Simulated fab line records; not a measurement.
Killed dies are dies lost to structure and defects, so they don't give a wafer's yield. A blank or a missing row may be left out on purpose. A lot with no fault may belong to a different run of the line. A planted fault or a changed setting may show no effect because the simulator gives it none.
2 desks, one fault	flow sky130	only its own numbers are on each desk; what lay behind them is given at the end

== FOR THE TOOL OWNER'S DESK: pvd_sputter-03 ==
At SKY_CAPM_SPUTTER_02 (material TiN, target thk 200 nm, time 166.7 s) the tool's own readings: per lot run on this tool, the mean of the sampled wafers that have a number. Marked OUT: a lot whose mean sits more than 4 standard deviations from the usual mean, which makes it out of limits; the brackets give that distance.
Columns: A = cathode_dc_power_W at SKY_CAPM_SPUTTER_02, usual 6499.8 W; B = throttle_valve_pct at SKY_CAPM_SPUTTER_02, usual 30.3 %
lot	first seen here	A	B
L290	day 36 09:33	6499.5	30.0
L293	day 38 08:03	6499.0	30.1
L296	day 38 23:28	6498.9	30.3
L297	day 39 01:32	6499.2	29.9
L302	day 40 18:30	6498.3	29.8
Finding of this desk: none of the 5 lots has anything out of limits.

== AT THE METROLOGY DESK ==
What the gauges read, lot by lot, whatever tool the lot ran on: means of the sampled wafers that have a number. Marked OUT: a lot whose mean sits more than 4 standard deviations from the usual mean, which makes it out of limits; the brackets give that distance.
Columns: A = VIA4_W_RS at SKY_VIA4_RS_MEAS_19, usual 0.2254 ohm/sq
lot	first seen here	A
L290	day 42 21:06	0.2281
L291	day 43 10:45	0.2219
L294	day 44 12:57	0.2261
L293	day 44 14:02	0.2232
L295	day 44 23:04	0.2260
L296	day 45 05:13	0.2242
L297	day 45 06:45	0.2269
L298	day 45 07:05	0.2267
L302	day 46 15:10	0.2249
L309	day 48 03:04	0.2288
L310	day 48 09:37	0.2288
Finding of this desk: none of the 11 lots has anything out of limits.

== ALL TOGETHER ==
The tool owner's desk saw nothing out of limits.
The metrology desk saw nothing out of limits.

== WHAT HAD BEEN PUT IN BY THE SIMULATOR ==
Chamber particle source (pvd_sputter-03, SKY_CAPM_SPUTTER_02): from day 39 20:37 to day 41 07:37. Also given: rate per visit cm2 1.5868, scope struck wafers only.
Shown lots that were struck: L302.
